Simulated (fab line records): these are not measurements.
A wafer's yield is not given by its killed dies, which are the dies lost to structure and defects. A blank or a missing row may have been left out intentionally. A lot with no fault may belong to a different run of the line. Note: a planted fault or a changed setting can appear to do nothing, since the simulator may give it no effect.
Struck lot and sound lot, side by side    flow gf180mcu    46 out of 602 route steps
Sound: these wafers, L882.2, L882.3, L882.6. Struck: wafers L886.1, L886.5, L886.6. The cause is given at the end.
Each step with rows lists, per side, the tool, then ch with its chambers, then its first start. Under that, the readings that differ: sound wafers    struck wafers    difference of the means    sigmas: that difference in standard deviations of wafers without a fault.
alike: readings with means less than 2 such deviations apart, plus words and numbers identical on both sides. not compared: withheld readings, readings lacking a value on some wafer, bounds such as >300 that could conceal the same value, and numbers that have no deviation in the record and whose values overlap.
A row with sigmas, a row that says differs or no value, or rows on one side alone: a step with any of these is where the two part. Non-overlapping numbers with no deviation appear without sigmas and do not part them. Lack of a reading on every wafer of one side parts them only where that side has two or more wafers.

first, 5 steps without rows for these wafers: GF_NWELL_COAT_02 (resist thk 3000 nm); GF_NWELL_SOFTBAKE_03; GF_NWELL_EXPOSE_04 (exposes mask Nwell, target cd 860 nm); GF_NWELL_PEB_05; GF_NWELL_DEVELOP_06 (develop time 60 s).
GF_NWELL_OVL_MEAS_07:
  sound on overlay-01, day 4 04:46; struck on overlay-01, day 5 03:51
  alike: NWELL_OVL
then, 2 steps without rows for these wafers: GF_NWELL_IMPLANT_08; GF_NWELL_IMPLANT_09.
GF_NWELL_STRIP_10: strips in O2/N2.
  sound on plasma asher-03 ch 0, day 4 05:05; struck on plasma asher-03 ch 0,1, day 5 04:11
reading                       sound              struck             difference  sigmas
strip time to endpoint s (s)  37.24 37.15 37.18  36.89 36.96 36.93  -0.26       -3
  alike: drypump motor current A, heater power w, oes product au, platen temp c
  not compared: rf hours counter h
GF_NWELL_TW_MEAS_11:
  sound on film metro-03, day 4 05:12; struck on film metro-04, day 5 04:17
  alike: NWELL_TW
then, 2 steps without rows for these wafers: GF_LVPWELL_DEHYDRATE_00 (time 60 s); GF_LVPWELL_HMDS_01 (prime time 60 s).
GF_LVPWELL_COAT_02: resist thk 3000 nm.
  sound on litho track-01 ch 0, day 4 11:29; struck on litho track-04, day 5 11:12
  no value came back on the struck wafers for chill plate temp C (C), dispense pressure kPa (kPa); on the sound wafers chill plate temp C (C) reads 23.02 22.97 22.97
then, 4 steps without rows for these wafers: GF_LVPWELL_SOFTBAKE_03; GF_LVPWELL_EXPOSE_04 (exposes mask LVPWELL, target cd 600 nm); GF_LVPWELL_PEB_05; GF_LVPWELL_DEVELOP_06 (develop time 60 s).
GF_LVPWELL_OVL_MEAS_07:
  sound on overlay-01, day 4 18:49; struck on overlay-02, day 5 18:18
reading           sound           struck  difference                     sigmas
LVPWELL_OVL (nm)  -1.4 -3.0 -3.5  - - -   no value on the struck wafers  
then, 2 steps without rows for these wafers: GF_LVPWELL_IMPLANT_08; GF_LVPWELL_IMPLANT_09.
GF_LVPWELL_STRIP_10: strips in O2/N2.
  sound on plasma asher-01 ch 0,1, day 4 19:08; struck on plasma asher-04 ch 0,1, day 5 18:38
  no value came back on the struck wafers for oes product au (a.u.), strip time to endpoint s (s); on the sound wafers oes product au (a.u.) reads 0.725 0.716 0.718
reading                      sound        struck       difference  sigmas
drypump motor current A (A)  6.6 6.8 6.6  5.3 5.8 5.3  -1.2        -3
  alike: heater power w, platen temp c
  not compared: rf hours counter h
GF_LVPWELL_TW_MEAS_11:
  sound on film metro-03, day 4 19:15; struck on film metro-04, day 5 18:44
  alike: LVPWELL_TW
then, 7 steps without rows for these wafers: GF_MVSD_DEHYDRATE_00 (time 60 s); GF_MVSD_HMDS_01 (prime time 60 s); GF_MVSD_COAT_02 (resist thk 3000 nm); GF_MVSD_SOFTBAKE_03; GF_MVSD_EXPOSE_04 (exposes mask MVSD, target cd 1000 nm); GF_MVSD_PEB_05; GF_MVSD_DEVELOP_06 (develop time 60 s).
GF_MVSD_OVL_MEAS_07:
  sound on overlay-02, day 5 09:15; struck on overlay-02, day 6 09:17
  alike: MVSD_OVL
then, 2 steps without rows for these wafers: GF_MVSD_IMPLANT_08; GF_MVSD_IMPLANT_09.
GF_MVSD_STRIP_10: strips in O2/N2.
  sound on plasma asher-01 ch 0,1, day 5 09:35; struck on plasma asher-03 ch 0,1, day 6 09:38
reading                      sound           struck          difference  sigmas
drypump motor current A (A)  6.71 6.72 6.59  6.14 5.96 6.14  -0.59       -2
  alike: heater power w, oes product au, platen temp c, strip time to endpoint s
  not compared: rf hours counter h
GF_MVSD_TW_MEAS_11:
  sound on film metro-01, day 5 09:41; struck on film metro-01, day 6 09:44
  alike: MVSD_TW
then, 7 steps without rows for these wafers: GF_MVPSD_DEHYDRATE_00 (time 60 s); GF_MVPSD_HMDS_01 (prime time 60 s); GF_MVPSD_COAT_02 (resist thk 3000 nm); GF_MVPSD_SOFTBAKE_03; GF_MVPSD_EXPOSE_04 (exposes mask MVPSD, target cd 1000 nm); GF_MVPSD_PEB_05; GF_MVPSD_DEVELOP_06 (develop time 60 s).
GF_MVPSD_OVL_MEAS_07:
  sound on overlay-01, day 5 23:58; struck on overlay-02, day 7 00:47
  alike: MVPSD_OVL
GF_MVPSD_TW_MEAS_11:
  sound on film metro-01, day 6 00:24; struck on film metro-04, day 7 01:14
reading   sound        struck       difference  sigmas
MVPSD_TW  543 543 540  700 701 699  +158        +26
GF_VT_IMPLANT_TW_MEAS_10:
  sound on film metro-04, day 6 15:08; struck on film metro-01, day 7 16:52
reading        sound        struck       difference  sigmas
VT_IMPLANT_TW  564 565 566  682 687 686  +120        +17
GF_VT_IMPLANT_TW_MEAS_32:
  sound on film metro-02, day 7 23:14; struck on film metro-02, day 9 02:31
reading          sound        struck       difference  sigmas
VT_IMPLANT_3_TW  271 270 271  581 580 582  +310        +91
GF_VT_IMPLANT_TW_MEAS_43:
  sound on film metro-02, day 8 16:14; struck on film metro-01, day 9 20:37
reading          sound        struck       difference  sigmas
VT_IMPLANT_4_TW  700 699 697  778 776 773  +77         +8

== WHERE THEY PART ==
Last at GF_VT_IMPLANT_TW_MEAS_43 as far as this record goes, first at GF_NWELL_STRIP_10.

WHY: what had been put in by the simulator
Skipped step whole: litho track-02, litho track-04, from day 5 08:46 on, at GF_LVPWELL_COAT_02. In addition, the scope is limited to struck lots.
